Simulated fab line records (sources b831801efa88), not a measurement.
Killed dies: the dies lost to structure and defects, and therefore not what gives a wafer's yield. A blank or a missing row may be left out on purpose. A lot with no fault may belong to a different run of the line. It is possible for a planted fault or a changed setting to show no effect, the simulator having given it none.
Which tool did it?    flow sky130    Sampling: 13 lots, 39 wafers, 4 of 708 route steps

== WHAT THE GAUGES READ, wafer by wafer ==
SKY_SONOS_ONO_OVL_MEAS_14. Usual: SONOS_ONO_OVL gives 0.2 nm (standard deviation 1.5).
lot   measured      on          SONOS_ONO_OVL (nm)  flag
L824  day 12 13:08  overlay-01  -0.8 -1.7 -2.5      
L827  day 13 21:46  overlay-02  -1.4 -1.6 -1.0      
L828  day 14 16:14  overlay-02  0.3 0.8 0.3         
L830  day 15 23:38  overlay-01  -0.6 -3.1 0.8       
L832  day 16 00:17  overlay-02  2.5 3.9 3.9         
L831  day 16 00:25  overlay-01  0.0 0.6 1.3         
L838  day 17 11:37  overlay-01  -0.2 -0.6 -1.1      
L841  day 18 13:26  overlay-02  0.0 0.0 -0.6        
L842  day 18 15:58  overlay-01  1.6 -0.4 -0.5       
L843  day 19 06:28  overlay-01  0.3 1.4 0.0         
L844  day 19 09:40  overlay-02  -0.3 1.3 -0.4       
L846  day 21 06:02  overlay-02  0.4 -1.1 -0.2       
L847  day 21 06:20  overlay-01  1.4 0.8 0.0         

SKY_LDD_N_OVL_MEAS_07. Usual: LDD_N_OVL gives 0.3 nm (standard deviation 1.2).
lot   measured      on          LDD_N_OVL (nm)  flag
L824  day 17 17:22  overlay-01  0.7 1.8 -0.4    
L827  day 19 00:40  overlay-01  1.2 1.2 3.2     
L828  day 19 18:05  overlay-02  -0.4 1.6 0.1    
L830  day 22 17:16  overlay-01  -0.8 1.3 -0.9   
L832  day 22 16:58  overlay-01  2.5 1.1 -0.2    
L831  day 22 17:32  overlay-01  -0.3 -0.8 1.8   
L838  day 22 21:47  overlay-02  3.5 0.9 2.4     
L841  day 23 21:35  overlay-01  -0.4 2.0 -1.3   
L842  day 23 23:47  overlay-01  1.6 -0.4 2.2    
L843  day 24 13:01  overlay-01  -0.6 -0.3 0.7   
L844  day 24 16:43  overlay-01  -0.2 0.4 -1.1   
L846  day 26 15:40  overlay-01  1.6 0.5 1.0     
L847  day 26 15:04  overlay-01  -0.7 0.2 1.0    

== TOOL THAT RAN EACH LOT (tool first, then ch and the chambers of the sampled wafers, then the start) ==
lot   SKY_POLY_GATE_ETCH_15               SKY_LDD_N_EXPOSE_04
L824  rie diel-03 ch 0,2,3, day 16 07:22  iline stepper-02 ch 0, day 17 02:35
L827  rie diel-03 ch 0,1, day 17 15:37    iline stepper-01 ch 0, day 18 09:41
L828  rie diel-04 ch 1,2, day 18 11:13    iline stepper-01 ch 0, day 19 04:24
L830  rie diel-02 ch 1,3, day 21 08:19    iline stepper-01 ch 0, day 22 01:35
L832  rie diel-03 ch 0,2,3, day 21 07:58  iline stepper-02 ch 0, day 22 01:20
L831  rie diel-03 ch 1,2,3, day 21 08:26  iline stepper-01 ch 0, day 22 02:11
L838  rie diel-02 ch 1,2,3, day 21 13:31  iline stepper-02 ch 0, day 22 07:22
L841  rie diel-03 ch 1,2,3, day 22 14:37  iline stepper-01 ch 0, day 23 05:50
L842  rie diel-03 ch 1,3, day 22 15:34    iline stepper-01 ch 0, day 23 07:56
L843  rie diel-02 ch 1,2,3, day 23 05:01  iline stepper-02 ch 0, day 23 23:47
L844  rie diel-03 ch 0,1,3, day 23 09:04  iline stepper-01 ch 0, day 24 02:16
L846  rie diel-04 ch 1,3, day 25 08:32    iline stepper-01 ch 0, day 26 01:44
L847  rie diel-02 ch 0,1,2, day 25 08:07  iline stepper-02 ch 0, day 26 00:34
- SKY_POLY_GATE_ETCH_15: etches BARC in N2/H2, stops on SiO2, time 118.5 s, target depth 110 nm.
- SKY_LDD_N_EXPOSE_04: exposes mask NTM, target cd 840 nm.

== AS READ BY THE TOOLS THEMSELVES (means over the sampled wafers that have a number; for cases with no such wafer, the mark the record gives instead) ==
SKY_POLY_GATE_ETCH_15. Usual: drypump motor current A 5.6 A, standard deviation 0.5; oes product au 0.716 a.u., standard deviation 0.0048; rf fwd power W 497.6 W, standard deviation 1.8; throttle valve pct 13.213 %, standard deviation 0.0093.
lot   tool         drypump motor current A (A)  oes product au (a.u.)  rf fwd power W (W)  throttle valve pct (%)  flag
L824  rie diel-03  5.9                          0.710                  496.0               13.215                  
L827  rie diel-03  5.3                          0.717                  498.5               13.220                  
L828  rie diel-04  5.9                          0.718                  497.8               13.214                  
L830  rie diel-02  5.6                          0.717                  497.6               13.205                  
L832  rie diel-03  5.9                          0.717                  496.1               13.212                  
L831  rie diel-03  5.7                          0.716                  497.8               13.214                  
L838  rie diel-02  5.4                          0.715                  497.2               13.217                  
L841  rie diel-03  5.7                          0.712                  496.4               13.211                  
L842  rie diel-03  5.5                          0.717                  496.1               13.210                  
L843  rie diel-02  5.4                          0.717                  499.2               13.213                  
L844  rie diel-03  5.6                          0.713                  496.4               13.205                  
L846  rie diel-04  5.5                          0.719                  498.8               13.211                  
L847  rie diel-02  5.6                          0.716                  499.6               13.215                  

== THE ANSWER, worked out from the rows above alone ==
Rule: take the mean of a lot's wafers that have a number; if it is more than 3 standard deviations from the usual mean, the lot is off. A lot without any number at a reading at which 4 lots or more have one is off too. All remaining lots with rows at the step are treated as sound. First the gauges in route order, then the tools' own readings, where a lot's mean is used as printed above. At the first step where some lot is off, the reading lying furthest off is the one used; lots without a number count as furthest.
Across all readings shown, no lot is off: no conclusion can be drawn from this.

== WHAT THE SIMULATOR PUT IN ==
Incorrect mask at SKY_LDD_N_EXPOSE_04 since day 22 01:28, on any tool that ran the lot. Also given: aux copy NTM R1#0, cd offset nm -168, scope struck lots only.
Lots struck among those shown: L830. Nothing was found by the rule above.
